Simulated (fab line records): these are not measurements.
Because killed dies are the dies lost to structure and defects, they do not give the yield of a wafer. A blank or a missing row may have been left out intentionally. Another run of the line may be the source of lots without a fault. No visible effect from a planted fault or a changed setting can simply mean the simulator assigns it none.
fab line records | flow sky130 | part 1 of 2: steps 1 to 33 of 46
[record] lots = 5 | wafers = 15 | lastDay = 49
route steps=708 shown VT_ADJUST_NCORE@123 VT_ADJUST_HVTR@131 VT_ADJUST_PCH@143 SONOS_TUNNEL@154 SONOS_ONO@168
lots that met no fault: taken from a fault-free run of the same line
startH: hours from the record's opening day to when the first of the lot's shown wafers began | waitH: hours since the lot's step before | " as in the row above | L1.1+2: a row that stands for several wafers | - either no value or no given start | * or withheld: withheld | < > ~ a bound
route shown NAME@n: NAME is a module with steps in the file, n the number in the route of the first one | usual: mean and standard deviation over wafers with no fault | same: alike in all rows | chamber/n: place in a boat | sites: readings site by site | _std_site: how widely they spread, as a standard deviation | _edge_site: inner sites' mean taken away from outer sites' mean | radiusMm: for every site, how far away it sits from the centre of the wafer | mask NAME#n: copy n | behind: the most recent tool/chamber to have shaped the wafer | hold: cause of the lot's hold/its duration in hours/its outcome | device: transistor that didn't switch, given as n, p or np | end of line: tests run on the same wafers once the route is complete | step lacking rows: just its recipe | killed: dies lost to structure and defects at the first sort, not the wafer's yield | map: the dies of a wafer, with x for killed, . for not killed, _ for no die there
set.NAME: the setting as run; set.NAME@STEP: as run at that earlier step | model.NAME: the simulator's own value behind a step, which no gauge read
lots at some steps of the route; a table a step, a row a wafer
services: when a tool's chamber went out of use (startH, in hours from the record's first day, below 0 if earlier), for how many hours, and the reason
[[steps]]
[step SKY_VT_ADJUST_NCORE_EXPOSE_04]
[recipe] maskId = LVTN_COMPLEMENT_THIN | na = 0.6 | sourceShape = conventional | sigmaOuter = 0.6 | polarization = unpolarized | targetCdNm = 380 | doseMj = 139
lot.wafer  | tool            | chamber | startH | waitH | mask
L078.1+5+6 | ilineStepper-02 | 0       | -      | -     | LVTN_COMPLEMENT_THIN#0
L083.1+2+6 | ilineStepper-01 | 0       | -      | -     | LVTN_COMPLEMENT_THIN#0
L087.3+5+6 | ilineStepper-02 | 0       | -      | -     | LVTN_COMPLEMENT_THIN#0
L088.1+5+6 | ilineStepper-01 | 0       | -      | -     | LVTN_COMPLEMENT_THIN#0
L092.2+4+6 | ilineStepper-01 | 0       | -      | -     | LVTN_COMPLEMENT_THIN#0
[step SKY_VT_ADJUST_NCORE_PEB_05]
[recipe] tempC = withheld | timeS = * | resist = NOVOLAK
lot.wafer  | tool          | chamber | startH | waitH
L078.1+5+6 | lithoTrack-03 | 0       | -      | -
L083.1+2+6 | lithoTrack-03 | 0       | -      | -
L087.3+5+6 | lithoTrack-04 | 0       | -      | -
L088.1+5+6 | lithoTrack-02 | 0       | -      | -
L092.2+4+6 | lithoTrack-03 | 0       | -      | -
[step SKY_VT_ADJUST_NCORE_DEVELOP_06]
[recipe] resist = NOVOLAK | developer = TMAH | developTimeS = 60 | devTempC = 23
[usual] developerTempC = 23.02/0.11
lot.wafer | tool          | chamber | startH | waitH | developerTempC
L078.1    | lithoTrack-03 | 0       | 225.39 | 0.1   | 23.03
L078.5    | "             | 0       | "      | "     | 23.09
L078.6    | "             | 0       | "      | "     | 23.12
L083.1    | lithoTrack-03 | 0       | 255.78 | 0.1   | 22.95
L083.2    | "             | 0       | "      | "     | 22.98
L083.6    | "             | 0       | "      | "     | 22.94
L087.3    | lithoTrack-04 | 0       | 287.06 | 0.1   | 23.18
L087.5    | "             | 0       | "      | "     | 22.95
L087.6    | "             | 0       | "      | "     | 22.94
L088.1    | lithoTrack-02 | 0       | 293.22 | 0.1   | 22.83
L088.5    | "             | 0       | "      | "     | 23.01
L088.6    | "             | 0       | "      | "     | 22.97
L092.2    | lithoTrack-03 | 0       | 315.31 | 0.1   | 22.79
L092.4    | "             | 0       | "      | "     | 22.75
L092.6    | "             | 0       | "      | "     | 22.87
[step SKY_VT_ADJUST_NCORE_CD_MEAS_07]
[recipe] targetCdNm = 380
[usual] cdNm = 379.5/2.4
lot.wafer | tool     | chamber | startH | waitH | cdNm
L078.1    | cdSem-01 | -       | 225.54 | 0.1   | 377.5
L078.5    | "        | -       | "      | "     | 377.8
L078.6    | "        | -       | "      | "     | 378.3
L083.1    | cdSem-01 | -       | 255.93 | 0.1   | 380.5
L083.2    | "        | -       | "      | "     | 383.1
L083.6    | "        | -       | "      | "     | 383.3
L087.3    | cdSem-01 | -       | 287.20 | 0.1   | 378.0
L087.5    | "        | -       | "      | "     | 374.0
L087.6    | "        | -       | "      | "     | 377.5
L088.1    | cdSem-01 | -       | 293.48 | 0.2   | 377.7
L088.5    | "        | -       | "      | "     | 376.4
L088.6    | "        | -       | "      | "     | 377.5
L092.2    | cdSem-02 | -       | 315.45 | 0.1   | 376.0
L092.4    | "        | -       | "      | "     | 377.5
L092.6    | "        | -       | "      | "     | 378.3
[step SKY_VT_ADJUST_NCORE_OVL_MEAS_08]
[usual] VT_ADJUST_NCORE_OVL = 0.9/1.3
lot.wafer | tool       | chamber | startH | waitH | VT_ADJUST_NCORE_OVL[nm]
L078.1    | overlay-02 | -       | 225.66 | 0.1   | 3.0
L078.5    | "          | -       | "      | "     | 3.8
L078.6    | "          | -       | "      | "     | 1.8
L083.1    | overlay-01 | -       | 256.05 | 0.1   | 2.0
L083.2    | "          | -       | "      | "     | 2.5
L083.6    | "          | -       | "      | "     | 2.8
L087.3    | overlay-02 | -       | 287.29 | 0.1   | -0.3
L087.5    | "          | -       | "      | "     | 1.7
L087.6    | "          | -       | "      | "     | 1.7
L088.1    | overlay-01 | -       | 293.60 | 0.1   | -1.7
L088.5    | "          | -       | "      | "     | -0.8
L088.6    | "          | -       | "      | "     | -0.2
L092.2    | overlay-01 | -       | 315.56 | 0.1   | 0.5
L092.4    | "          | -       | "      | "     | 0.1
L092.6    | "          | -       | "      | "     | 0.8
[step SKY_VT_ADJUST_NCORE_IMPLANT_09]
[recipe] species = B | energyKev = 10 | doseCm2 = 2.4e+12 | tiltDeg = withheld
lot.wafer  | tool         | chamber | startH | waitH
L078.1+5+6 | implanter-04 | 0       | 225.69 | 0.0
L083.1+2+6 | implanter-04 | 0       | 256.09 | 0.0
L087.3+5+6 | implanter-02 | 0       | 287.37 | 0.1
L088.1+5+6 | implanter-02 | 0       | 293.67 | 0.1
L092.2+4+6 | implanter-04 | 0       | 315.62 | 0.0
[step SKY_VT_ADJUST_NCORE_STRIP_10]
[recipe] chemistry = O2/N2 | powerW = 1400 | pressureMtorr = 1500 | platenTempC = withheld | o2FlowSccm = 3000 | n2FlowSccm = 300 | overashFraction = 0.5
[usual] drypumpMotorCurrentA = 5.7/0.39 | o2FlowSccm = 2999/8.9 | oesProductAu = 0.716/0.0047 | stripTimeToEndpointS = 14.20/0.035
lot.wafer | tool           | chamber | startH | waitH | drypumpMotorCurrentA | o2FlowSccm | oesProductAu | rfHoursCounterH | stripTimeToEndpointS
L078.1    | plasmaAsher-02 | 0       | 225.84 | 0.1   | 6.4                  | 3016       | 0.717        | 53              | 14.19
L078.5    | "              | 1       | "      | "     | 5.4                  | 3005       | 0.718        | -               | 14.22
L078.6    | "              | 0       | "      | "     | 6.3                  | 3002       | 0.727        | -               | 14.16
L083.1    | plasmaAsher-03 | 0       | 256.24 | 0.1   | 5.3                  | 3003       | 0.711        | 56              | 14.22
L083.2    | "              | 1       | "      | "     | 5.4                  | 3018       | 0.712        | 56              | 14.19
L083.6    | "              | 0       | "      | "     | 5.2                  | 3003       | 0.721        | -               | 14.21
L087.3    | plasmaAsher-04 | 1       | 287.50 | 0.1   | 5.8                  | 3008       | 0.715        | -               | 14.22
L087.5    | "              | 0       | "      | "     | 5.4                  | 2997       | 0.715        | -               | 14.23
L087.6    | "              | 1       | "      | "     | 5.8                  | 2986       | 0.716        | -               | 14.24
L088.1    | plasmaAsher-04 | 0       | 293.82 | 0.1   | 5.4                  | 3013       | 0.718        | 48              | 14.10
L088.5    | "              | 1       | "      | "     | 5.8                  | 3005       | 0.716        | -               | 14.11
L088.6    | "              | 0       | "      | "     | 5.4                  | 3004       | 0.719        | -               | 14.12
L092.2    | plasmaAsher-04 | 1       | 315.74 | 0.1   | 5.8                  | 2991       | 0.719        | 50              | 14.18
L092.4    | "              | 1       | "      | "     | 5.8                  | 2990       | 0.711        | -               | 14.15
L092.6    | "              | 0       | "      | "     | 5.4                  | 3010       | 0.710        | -               | 14.18
[step SKY_VT_ADJUST_NCORE_TW_MEAS_11]
[usual] VT_ADJUST_NCORE_TW = 215.9/1.6
lot.wafer | tool         | chamber | startH | waitH | VT_ADJUST_NCORE_TW
L078.1    | filmMetro-04 | -       | 225.94 | 0.1   | 217.9
L078.5    | "            | -       | "      | "     | 217.7
L078.6    | "            | -       | "      | "     | 217.0
L083.1    | filmMetro-02 | -       | 256.34 | 0.1   | 213.9
L083.2    | "            | -       | "      | "     | 213.3
L083.6    | "            | -       | "      | "     | 213.9
L087.3    | filmMetro-03 | -       | 287.59 | 0.1   | 215.6
L087.5    | "            | -       | "      | "     | 217.4
L087.6    | "            | -       | "      | "     | 215.5
L088.1    | filmMetro-02 | -       | 293.92 | 0.1   | 214.3
L088.5    | "            | -       | "      | "     | 213.3
L088.6    | "            | -       | "      | "     | 213.4
L092.2    | filmMetro-04 | -       | 315.85 | 0.1   | 219.3
L092.4    | "            | -       | "      | "     | 217.5
L092.6    | "            | -       | "      | "     | 218.0
[step SKY_VT_ADJUST_HVTR_DEHYDRATE_00]
[recipe] tempC = 200 | timeS = 60
lot.wafer  | tool          | chamber | startH | waitH
L078.1+5+6 | lithoTrack-01 | 0       | 237.38 | 11.4
L083.1+2+6 | lithoTrack-03 | 0       | 267.78 | 11.4
L087.3+5+6 | lithoTrack-04 | 0       | 299.11 | 11.5
L088.1+5+6 | lithoTrack-01 | 0       | 306.03 | 12.1
L092.2+4+6 | lithoTrack-04 | 0       | 327.94 | 12.1
[step SKY_VT_ADJUST_HVTR_HMDS_01]
[recipe] primeTimeS = 60 | primeTempC = 120
lot.wafer  | tool          | chamber | startH | waitH
L078.1+5+6 | lithoTrack-01 | 0       | 237.53 | 0.1
L083.1+2+6 | lithoTrack-03 | 0       | 267.93 | 0.1
L087.3+5+6 | lithoTrack-04 | 0       | 299.26 | 0.1
L088.1+5+6 | lithoTrack-01 | 0       | 306.18 | 0.1
L092.2+4+6 | lithoTrack-04 | 0       | 328.09 | 0.1
[step SKY_VT_ADJUST_HVTR_COAT_02]
[recipe] resist = NOVOLAK | spinRpm = 3000 | resistThkNm = 1140
lot.wafer  | tool          | chamber | startH | waitH
L078.1+5+6 | lithoTrack-01 | 0       | 237.68 | 0.1
L083.1+2+6 | lithoTrack-03 | 0       | 268.08 | 0.1
L087.3+5+6 | lithoTrack-04 | 0       | 299.41 | 0.1
L088.1+5+6 | lithoTrack-01 | 0       | 306.33 | 0.1
L092.2+4+6 | lithoTrack-04 | 0       | 328.24 | 0.1
[step SKY_VT_ADJUST_HVTR_SOFTBAKE_03]
[recipe] tempC = 90 | timeS = 60 | resist = NOVOLAK
lot.wafer  | tool          | chamber | startH | waitH
L078.1+5+6 | lithoTrack-01 | 0       | 237.83 | 0.1
L083.1+2+6 | lithoTrack-03 | 0       | 268.23 | 0.1
L087.3+5+6 | lithoTrack-04 | 0       | 299.56 | 0.1
L088.1+5+6 | lithoTrack-01 | 0       | 306.48 | 0.1
L092.2+4+6 | lithoTrack-04 | 0       | 328.39 | 0.1
[step SKY_VT_ADJUST_HVTR_EXPOSE_04]
[recipe] maskId = HVTRM | targetCdNm = 380 | na = 0.6 | sourceShape = conventional | sigmaOuter = 0.6 | doseMj = 150
lot.wafer  | tool            | chamber | startH | waitH | mask
L078.1+5+6 | ilineStepper-02 | 0       | -      | -     | HVTRM#0
L083.1+2+6 | ilineStepper-01 | 0       | -      | -     | HVTRM#0
L087.3+5+6 | ilineStepper-02 | 0       | -      | -     | HVTRM#0
L088.1+5+6 | ilineStepper-01 | 0       | -      | -     | HVTRM#0
L092.2+4+6 | ilineStepper-02 | 0       | -      | -     | HVTRM#0
[step SKY_VT_ADJUST_HVTR_PEB_05]
[recipe] tempC = withheld | timeS = * | resist = NOVOLAK
lot.wafer  | tool          | chamber | startH | waitH
L078.1+5+6 | lithoTrack-03 | 0       | -      | -
L083.1+2+6 | lithoTrack-03 | 0       | -      | -
L087.3+5+6 | lithoTrack-04 | 0       | -      | -
L088.1+5+6 | lithoTrack-03 | 0       | -      | -
L092.2+4+6 | lithoTrack-03 | 0       | -      | -
[step SKY_VT_ADJUST_HVTR_DEVELOP_06]
[recipe] developTimeS = 60 | devTempC = 23
[usual] developerTempC = 23.02/0.1
lot.wafer | tool          | chamber | startH | waitH | developerTempC
L078.1    | lithoTrack-03 | 0       | 249.09 | 0.1   | 23.17
L078.5    | "             | 0       | "      | "     | 23.05
L078.6    | "             | 0       | "      | "     | 23.03
L083.1    | lithoTrack-03 | 0       | 280.93 | 0.1   | 23.06
L083.2    | "             | 0       | "      | "     | 23.00
L083.6    | "             | 0       | "      | "     | 23.00
L087.3    | lithoTrack-04 | 0       | 312.61 | 0.1   | 23.04
L087.5    | "             | 0       | "      | "     | 23.11
L087.6    | "             | 0       | "      | "     | 22.90
L088.1    | lithoTrack-03 | 0       | 319.23 | 0.1   | 23.16
L088.5    | "             | 0       | "      | "     | 23.03
L088.6    | "             | 0       | "      | "     | 23.10
L092.2    | lithoTrack-03 | 0       | 342.26 | 0.1   | 23.06
L092.4    | "             | 0       | "      | "     | 22.85
L092.6    | "             | 0       | "      | "     | 23.08
[step SKY_VT_ADJUST_HVTR_CD_MEAS_07]
[recipe] targetCdNm = 380
[usual] cdNm = 379.4/2.5
lot.wafer | tool     | chamber | startH | waitH | cdNm
L078.1    | cdSem-01 | -       | 249.24 | 0.1   | 376.1
L078.5    | "        | -       | "      | "     | 374.1
L078.6    | "        | -       | "      | "     | 373.0
L083.1    | cdSem-01 | -       | 281.08 | 0.1   | 377.1
L083.2    | "        | -       | "      | "     | 377.3
L083.6    | "        | -       | "      | "     | 376.2
L087.3    | cdSem-02 | -       | 312.75 | 0.1   | 377.1
L087.5    | "        | -       | "      | "     | 374.6
L087.6    | "        | -       | "      | "     | 377.4
L088.1    | cdSem-02 | -       | 319.38 | 0.1   | 378.1
L088.5    | "        | -       | "      | "     | 375.7
L088.6    | "        | -       | "      | "     | 375.5
L092.2    | cdSem-01 | -       | 342.40 | 0.1   | 375.8
L092.4    | "        | -       | "      | "     | 377.9
L092.6    | "        | -       | "      | "     | 377.7
[step SKY_VT_ADJUST_HVTR_OVL_MEAS_08]
[usual] VT_ADJUST_HVTR_OVL = 0.1/1.1
lot.wafer | tool       | chamber | startH | waitH | VT_ADJUST_HVTR_OVL[nm]
L078.1    | overlay-02 | -       | 249.36 | 0.1   | 2.1
L078.5    | "          | -       | "      | "     | 1.1
L078.6    | "          | -       | "      | "     | 1.4
L083.1    | overlay-02 | -       | 281.20 | 0.1   | 2.3
L083.2    | "          | -       | "      | "     | 2.5
L083.6    | "          | -       | "      | "     | 1.4
L087.3    | overlay-01 | -       | 312.84 | 0.1   | -1.0
L087.5    | "          | -       | "      | "     | 1.8
L087.6    | "          | -       | "      | "     | 0.5
L088.1    | overlay-02 | -       | 319.50 | 0.1   | 0.1
L088.5    | "          | -       | "      | "     | 1.7
L088.6    | "          | -       | "      | "     | 1.9
L092.2    | overlay-01 | -       | 342.51 | 0.1   | -0.6
L092.4    | "          | -       | "      | "     | 1.2
L092.6    | "          | -       | "      | "     | -2.4
[step SKY_VT_ADJUST_HVTR_IMPLANT_09]
[recipe] species = B | energyKev = 10 | doseCm2 = 2.1e+12 | tiltDeg = withheld
lot.wafer  | tool         | chamber | startH | waitH
L078.1+5+6 | implanter-04 | 0       | 249.39 | 0.0
L083.1+2+6 | implanter-04 | 0       | 281.24 | 0.0
L087.3+5+6 | implanter-04 | 0       | 312.92 | 0.1
L088.1+5+6 | implanter-04 | 0       | 319.54 | 0.0
L092.2+4+6 | implanter-02 | 0       | 342.57 | 0.0
[step SKY_VT_ADJUST_HVTR_STRIP_10]
[recipe] chemistry = O2/N2 | powerW = 1400 | pressureMtorr = 1500 | platenTempC = withheld | o2FlowSccm = 3000 | n2FlowSccm = 300 | overashFraction = 0.5
[usual] drypumpMotorCurrentA = 5.45/0.19 | o2FlowSccm = 2999/8.8 | oesProductAu = 0.715/0.0045 | stripTimeToEndpointS = 14.18/0.04
lot.wafer | tool           | chamber | startH | waitH | drypumpMotorCurrentA | o2FlowSccm | oesProductAu | rfHoursCounterH | stripTimeToEndpointS
L078.1    | plasmaAsher-04 | 1       | 249.54 | 0.1   | 5.79                 | 2999       | 0.719        | 44              | 14.13
L078.5    | "              | 1       | "      | "     | 5.80                 | 2997       | 0.725        | -               | 14.16
L078.6    | "              | 0       | "      | "     | 5.41                 | 3003       | 0.714        | -               | 14.16
L083.1    | plasmaAsher-03 | 0       | 281.39 | 0.1   | 5.28                 | 3002       | 0.718        | 58              | 14.25
L083.2    | "              | 1       | "      | "     | 5.37                 | 2995       | 0.708        | 58              | 14.23
L083.6    | "              | 1       | "      | "     | 5.40                 | 2995       | 0.719        | -               | 14.24
L087.3    | plasmaAsher-03 | 0       | 313.05 | 0.1   | 5.30                 | 2997       | 0.712        | -               | 14.20
L087.5    | "              | 0       | "      | "     | 5.30                 | 3001       | 0.719        | -               | 14.21
L087.6    | "              | 1       | "      | "     | 5.40                 | 3010       | 0.715        | -               | 14.16
L088.1    | plasmaAsher-04 | 1       | 319.69 | 0.1   | 5.82                 | 3014       | 0.715        | 50              | 14.16
L088.5    | "              | 1       | "      | "     | 5.82                 | 3016       | 0.714        | -               | 14.19
L088.6    | "              | 0       | "      | "     | 5.44                 | 2995       | 0.716        | -               | 14.21
L092.2    | plasmaAsher-03 | 0       | 342.69 | 0.1   | 5.28                 | 2988       | 0.718        | 64              | 14.15
L092.4    | "              | 0       | "      | "     | 5.25                 | 3001       | 0.709        | -               | 14.18
L092.6    | "              | 1       | "      | "     | 5.39                 | 2991       | 0.713        | -               | 14.15
[step SKY_VT_ADJUST_HVTR_TW_MEAS_11]
[usual] VT_ADJUST_HVTR_TW = 208.5/1.2
lot.wafer | tool         | chamber | startH | waitH | VT_ADJUST_HVTR_TW
L078.1    | filmMetro-03 | -       | 249.64 | 0.1   | 208.7
L078.5    | "            | -       | "      | "     | 208.7
L078.6    | "            | -       | "      | "     | 206.4
L083.1    | filmMetro-01 | -       | 281.49 | 0.1   | 206.5
L083.2    | "            | -       | "      | "     | 206.6
L083.6    | "            | -       | "      | "     | 205.7
L087.3    | filmMetro-03 | -       | 313.14 | 0.1   | 208.1
L087.5    | "            | -       | "      | "     | 208.4
L087.6    | "            | -       | "      | "     | 207.6
L088.1    | filmMetro-04 | -       | 319.79 | 0.1   | 208.9
L088.5    | "            | -       | "      | "     | 210.3
L088.6    | "            | -       | "      | "     | 209.1
L092.2    | filmMetro-01 | -       | 342.80 | 0.1   | 207.6
L092.4    | "            | -       | "      | "     | 207.5
L092.6    | "            | -       | "      | "     | 207.9
[step SKY_VT_ADJUST_PCH_DEHYDRATE_00]
[recipe] tempC = 200 | timeS = 60
lot.wafer  | tool          | chamber | startH | waitH
L078.1+5+6 | lithoTrack-03 | 0       | 260.68 | 11.0
L083.1+2+6 | lithoTrack-02 | 0       | 293.37 | 11.9
L087.3+5+6 | lithoTrack-02 | 0       | 325.37 | 12.2
L088.1+5+6 | lithoTrack-01 | 0       | 332.43 | 12.6
L092.2+4+6 | lithoTrack-02 | 0       | 355.49 | 12.7
[step SKY_VT_ADJUST_PCH_HMDS_01]
[recipe] primeTimeS = 60 | primeTempC = 120
lot.wafer  | tool          | chamber | startH | waitH
L078.1+5+6 | lithoTrack-03 | 0       | 260.83 | 0.1
L083.1+2+6 | lithoTrack-02 | 0       | 293.52 | 0.1
L087.3+5+6 | lithoTrack-02 | 0       | 325.52 | 0.1
L088.1+5+6 | lithoTrack-01 | 0       | 332.58 | 0.1
L092.2+4+6 | lithoTrack-02 | 0       | 355.64 | 0.1
[step SKY_VT_ADJUST_PCH_COAT_02]
[recipe] spinRpm = 2000 | resistThkNm = 3000
lot.wafer  | tool          | chamber | startH | waitH
L078.1+5+6 | lithoTrack-03 | 0       | 260.98 | 0.1
L083.1+2+6 | lithoTrack-02 | 0       | 293.67 | 0.1
L087.3+5+6 | lithoTrack-02 | 0       | 325.67 | 0.1
L088.1+5+6 | lithoTrack-01 | 0       | 332.73 | 0.1
L092.2+4+6 | lithoTrack-02 | 0       | 355.79 | 0.1
[step SKY_VT_ADJUST_PCH_SOFTBAKE_03]
[recipe] tempC = 110 | timeS = withheld
lot.wafer  | tool          | chamber | startH | waitH
L078.1+5+6 | lithoTrack-03 | 0       | 261.13 | 0.1
L083.1+2+6 | lithoTrack-02 | 0       | 293.82 | 0.1
L087.3+5+6 | lithoTrack-02 | 0       | 325.83 | 0.1
L088.1+5+6 | lithoTrack-01 | 0       | 332.88 | 0.1
L092.2+4+6 | lithoTrack-02 | 0       | 355.95 | 0.1
[step SKY_VT_ADJUST_PCH_EXPOSE_04]
[recipe] maskId = NWM | na = 0.6 | sourceShape = conventional | sigmaOuter = 0.6 | polarization = unpolarized | targetCdNm = 840 | doseMj = 255
lot.wafer  | tool            | chamber | startH | waitH | mask
L078.1+5+6 | ilineStepper-01 | 0       | -      | -     | NWM#0
L083.1+2+6 | ilineStepper-01 | 0       | -      | -     | NWM#0
L087.3+5+6 | ilineStepper-01 | 0       | -      | -     | NWM#0
L088.1+5+6 | ilineStepper-02 | 0       | -      | -     | NWM#0
L092.2+4+6 | ilineStepper-02 | 0       | -      | -     | NWM#0
[step SKY_VT_ADJUST_PCH_PEB_05]
[recipe] tempC = 115 | timeS = withheld
lot.wafer  | tool          | chamber | startH | waitH
L078.1+5+6 | lithoTrack-03 | 0       | -      | -
L083.1+2+6 | lithoTrack-02 | 0       | -      | -
L087.3+5+6 | lithoTrack-02 | 0       | -      | -
L088.1+5+6 | lithoTrack-03 | 0       | -      | -
L092.2+4+6 | lithoTrack-03 | 0       | -      | -
[step SKY_VT_ADJUST_PCH_DEVELOP_06]
[recipe] wallAngleDeg = 90 | developer = TMAH | developTimeS = 60 | devTempC = 23
[usual] developerTempC = 23.01/0.096
lot.wafer | tool          | chamber | startH | waitH | developerTempC
L078.1    | lithoTrack-03 | 0       | -      | -     | 23.01
L078.5    | "             | 0       | "      | "     | 22.87
L078.6    | "             | 0       | "      | "     | 22.97
L083.1    | lithoTrack-02 | 0       | -      | -     | 22.98
L083.2    | "             | 0       | "      | "     | 22.99
L083.6    | "             | 0       | "      | "     | 22.96
L087.3    | lithoTrack-02 | 0       | -      | -     | 23.06
L087.5    | "             | 0       | "      | "     | 22.98
L087.6    | "             | 0       | "      | "     | 23.14
L088.1    | lithoTrack-03 | 0       | -      | -     | 23.15
L088.5    | "             | 0       | "      | "     | 23.06
L088.6    | "             | 0       | "      | "     | 23.27
L092.2    | lithoTrack-03 | 0       | -      | -     | 23.04
L092.4    | "             | 0       | "      | "     | 23.06
L092.6    | "             | 0       | "      | "     | 23.00
[step SKY_VT_ADJUST_PCH_OVL_MEAS_07]
[usual] VT_ADJUST_PCH_OVL = -0.7/1.5
lot.wafer | tool       | chamber | startH | waitH | VT_ADJUST_PCH_OVL[nm]
L078.1    | overlay-01 | -       | 273.63 | -     | -1.0
L078.5    | "          | -       | "      | "     | -0.2
L078.6    | "          | -       | "      | "     | 0.8
L083.1    | overlay-02 | -       | 306.77 | -     | -0.9
L083.2    | "          | -       | "      | "     | -2.0
L083.6    | "          | -       | "      | "     | 1.2
L087.3    | overlay-02 | -       | 339.78 | -     | -4.4
L087.5    | "          | -       | "      | "     | -1.5
L087.6    | "          | -       | "      | "     | -1.5
L088.1    | overlay-01 | -       | 346.53 | -     | 0.3
L088.5    | "          | -       | "      | "     | 0.1
L088.6    | "          | -       | "      | "     | 0.0
L092.2    | overlay-01 | -       | 370.29 | -     | -1.7
L092.4    | "          | -       | "      | "     | -2.2
L092.6    | "          | -       | "      | "     | -1.5
[step SKY_VT_ADJUST_PCH_IMPLANT_08]
[recipe] species = B | energyKev = 10 | doseCm2 = 5e+11 | tiltDeg = withheld
lot.wafer  | tool         | chamber | startH | waitH
L078.1+5+6 | implanter-04 | 0       | 273.67 | 0.0
L083.1+2+6 | implanter-03 | 0       | 306.80 | 0.0
L087.3+5+6 | implanter-04 | 0       | 339.85 | 0.1
L088.1+5+6 | implanter-03 | 0       | 346.57 | 0.0
L092.2+4+6 | implanter-04 | 0       | 370.35 | 0.0
[step SKY_VT_ADJUST_PCH_STRIP_09]
[recipe] chemistry = O2/N2 | powerW = 1400 | pressureMtorr = 1500 | platenTempC = withheld | o2FlowSccm = 3000 | n2FlowSccm = 300 | overashFraction = 0.5
[usual] drypumpMotorCurrentA = 5.7/0.38 | o2FlowSccm = 2999/8.7 | oesProductAu = 0.722/0.0045 | stripTimeToEndpointS = 37.00/0.1
lot.wafer | tool           | chamber | startH | waitH | drypumpMotorCurrentA | o2FlowSccm | oesProductAu | rfHoursCounterH | stripTimeToEndpointS
L078.1    | plasmaAsher-01 | 1       | 273.82 | 0.1   | 5.3                  | 2994       | 0.726        | 16              | 36.92
L078.5    | "              | 1       | "      | "     | 5.3                  | 2988       | 0.720        | -               | 36.80
L078.6    | "              | 0       | "      | "     | 5.4                  | 3001       | 0.718        | -               | 36.89
L083.1    | plasmaAsher-02 | 0       | 306.95 | 0.1   | 6.4                  | 2989       | 0.716        | 61              | 37.03
L083.2    | "              | 1       | "      | "     | 5.4                  | 2990       | 0.721        | 61              | 37.00
L083.6    | "              | 0       | "      | "     | 6.4                  | 2996       | 0.714        | -               | 36.93
L087.3    | plasmaAsher-04 | 0       | 339.98 | 0.1   | 5.4                  | 2991       | 0.723        | -               | 36.99
L087.5    | "              | 1       | "      | "     | 5.8                  | 3007       | 0.727        | -               | 36.95
L087.6    | "              | 0       | "      | "     | 5.4                  | 2987       | 0.715        | -               | 36.92
L088.1    | plasmaAsher-02 | 0       | 346.72 | 0.1   | 6.4                  | 2997       | 0.731        | 65              | 36.99
L088.5    | "              | 1       | "      | "     | 5.4                  | 2992       | 0.721        | -               | 37.04
L088.6    | "              | 0       | "      | "     | 6.4                  | 3002       | 0.716        | -               | 37.09
L092.2    | plasmaAsher-04 | 1       | 370.47 | 0.1   | 5.8                  | 3010       | 0.724        | 55              | 37.05
L092.4    | "              | 1       | "      | "     | 5.8                  | 3015       | 0.722        | -               | 37.07
L092.6    | "              | 1       | "      | "     | 5.8                  | 3007       | 0.726        | -               | 37.08
[step SKY_VT_ADJUST_PCH_TW_MEAS_10]
[usual] VT_ADJUST_PCH_TW = 141.2/1.3
lot.wafer | tool         | chamber | startH | waitH | VT_ADJUST_PCH_TW
L078.1    | filmMetro-02 | -       | 273.92 | 0.1   | 140.1
L078.5    | "            | -       | "      | "     | 140.8
L078.6    | "            | -       | "      | "     | 140.3
L083.1    | filmMetro-04 | -       | 307.05 | 0.1   | 142.2
L083.2    | "            | -       | "      | "     | 142.5
L083.6    | "            | -       | "      | "     | 141.5
L087.3    | filmMetro-02 | -       | 340.07 | 0.1   | 139.7
L087.5    | "            | -       | "      | "     | 139.8
L087.6    | "            | -       | "      | "     | 139.6
L088.1    | filmMetro-02 | -       | 346.82 | 0.1   | 139.7
L088.5    | "            | -       | "      | "     | 139.5
L088.6    | "            | -       | "      | "     | 139.8
L092.2    | filmMetro-01 | -       | 370.58 | 0.1   | 141.5
L092.4    | "            | -       | "      | "     | 141.5
L092.6    | "            | -       | "      | "     | 140.9
[step SKY_SONOS_TUNNEL_DEHYDRATE_00]
[recipe] tempC = 200 | timeS = 60
lot.wafer  | tool          | chamber | startH | waitH
L078.1+5+6 | lithoTrack-01 | 0       | 285.88 | 12.0
L083.1+2+6 | lithoTrack-04 | 0       | 319.56 | 12.5
L087.3+5+6 | lithoTrack-02 | 0       | 352.97 | 12.9
L088.1+5+6 | lithoTrack-04 | 0       | 360.11 | 13.3
L092.2+4+6 | lithoTrack-02 | 0       | 382.99 | 12.4
[step SKY_SONOS_TUNNEL_HMDS_01]
[recipe] primeTimeS = 60 | primeTempC = 120
lot.wafer  | tool          | chamber | startH | waitH
L078.1+5+6 | lithoTrack-01 | 0       | 286.03 | 0.1
L083.1+2+6 | lithoTrack-04 | 0       | 319.71 | 0.1
L087.3+5+6 | lithoTrack-02 | 0       | 353.12 | 0.1
L088.1+5+6 | lithoTrack-04 | 0       | 360.26 | 0.1
L092.2+4+6 | lithoTrack-02 | 0       | 383.14 | 0.1
